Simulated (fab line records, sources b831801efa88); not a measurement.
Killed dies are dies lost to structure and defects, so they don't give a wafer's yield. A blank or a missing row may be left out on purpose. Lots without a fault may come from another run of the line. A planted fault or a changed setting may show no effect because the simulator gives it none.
Tool commonality check | flow gf180mcu | 13 lots, 45 wafers sampled

WHY IT WAS OPENED
At GF_VT_IMPLANT_TW_MEAS_43 the reading VT_IMPLANT_4_TW is flagged on 2 of 13 lots. Wafers without a fault read 693, standard deviation 4.2.
Rule: a lot is flagged when every wafer of it that has a number lies more than 4 standard deviations from that mean, or none has a number. The other lots count as sound.

lot  | measured     | on            | VT_IMPLANT_4_TW, wafer by wafer | flag
L279 | day 7 11:08  | film_metro-03 | 702 699 697                     |
L280 | day 7 17:43  | film_metro-03 | 701 700 697                     |
L281 | day 8 12:20  | film_metro-04 | 689 695 689                     |
L284 | day 9 01:33  | film_metro-03 | 694 693 693                     |
L285 | day 9 06:59  | film_metro-03 | 698 696 696                     |
L286 | day 9 16:55  | film_metro-04 | 695 693 696                     |
L287 | day 10 00:04 | film_metro-02 | 693 689 688                     |
L290 | day 10 14:20 | film_metro-03 | 695 690 693                     |
L292 | day 11 04:37 | film_metro-02 | 691 691 688                     |
L293 | day 11 14:08 | film_metro-03 | 742 743 745 743 746 747         | FLAGGED
L294 | day 11 17:41 | film_metro-03 | 749 744 744 752 745 743         | FLAGGED
L300 | day 13 10:58 | film_metro-04 | 693 694 692                     |
L301 | day 13 15:26 | film_metro-04 | 691 696 694                     |
The numbers of the flagged lots are 745 on average: +52 against the usual, or +12 standard deviations.

WHICH TOOL RAN EACH LOT
The record holds 1 process step before the reading, out of a route of 602 steps. In each cell: the tool, then ch and the chambers that the sampled wafers went through, then the start.
lot  | flag    | GF_VT_IMPLANT_IMPLANT_41
L279 |         | implanter-03 ch 0, day 7 10:55
L280 |         | implanter-03 ch 0, day 7 17:29
L281 |         | implanter-04 ch 0, day 8 12:05
L284 |         | implanter-03 ch 0, day 9 01:19
L285 |         | implanter-02 ch 0, day 9 06:44
L286 |         | implanter-03 ch 0, day 9 16:40
L287 |         | implanter-04 ch 0, day 9 23:52
L290 |         | implanter-03 ch 0, day 10 14:05
L292 |         | implanter-02 ch 0, day 11 04:23
L293 | FLAGGED | implanter-03 ch 0, day 11 13:53
L294 | FLAGGED | implanter-03 ch 0, day 11 17:26
L300 |         | implanter-02 ch 0, day 13 10:43
L301 |         | implanter-04 ch 0, day 13 15:11
What these steps do:
- GF_VT_IMPLANT_IMPLANT_41
- GF_VT_IMPLANT_TW_MEAS_43

FLAGGED OVER TOTAL, TOOL BY TOOL (the gauges that took the reading come last)
step                     | tool          | lots run | flagged | share of the flagged lots | sound lots run after its first flagged lot
GF_VT_IMPLANT_IMPLANT_41 | implanter-02  | 3        | 0       | none                      | -
GF_VT_IMPLANT_IMPLANT_41 | implanter-03  | 7        | 2       | all                       | 0
GF_VT_IMPLANT_IMPLANT_41 | implanter-04  | 3        | 0       | none                      | -
GF_VT_IMPLANT_TW_MEAS_43 | film_metro-02 | 2        | 0       | none                      | -
GF_VT_IMPLANT_TW_MEAS_43 | film_metro-03 | 7        | 2       | all                       | 0
GF_VT_IMPLANT_TW_MEAS_43 | film_metro-04 | 4        | 0       | none                      | -

WHAT THE TABLE ALLOWS
2 rows of the table ran every flagged lot: implanter-03 at GF_VT_IMPLANT_IMPLANT_41, film_metro-03 at GF_VT_IMPLANT_TW_MEAS_43.
- implanter-03 at GF_VT_IMPLANT_IMPLANT_41: 2 of its 7 lots flagged. Its last sound lot is L290 (day 10 14:05), its first flagged lot L293 (day 11 13:53): a fault that began between those two fits. Its own readings lie more than 4 standard deviations out on every wafer of the flagged lots: beam_energy_keV.
- film_metro-03 at GF_VT_IMPLANT_TW_MEAS_43: 2 of its 7 lots flagged. Its last sound lot is L290 (day 10 14:20), its first flagged lot L293 (day 11 14:08): a fault that began between those two fits.
Counting lots can't tell these 2 tools apart, because each fits a fault that began at some hour. More lots, or a look at what each step does to the wafer, might.

WHAT THE SIMULATOR HAD PUT IN
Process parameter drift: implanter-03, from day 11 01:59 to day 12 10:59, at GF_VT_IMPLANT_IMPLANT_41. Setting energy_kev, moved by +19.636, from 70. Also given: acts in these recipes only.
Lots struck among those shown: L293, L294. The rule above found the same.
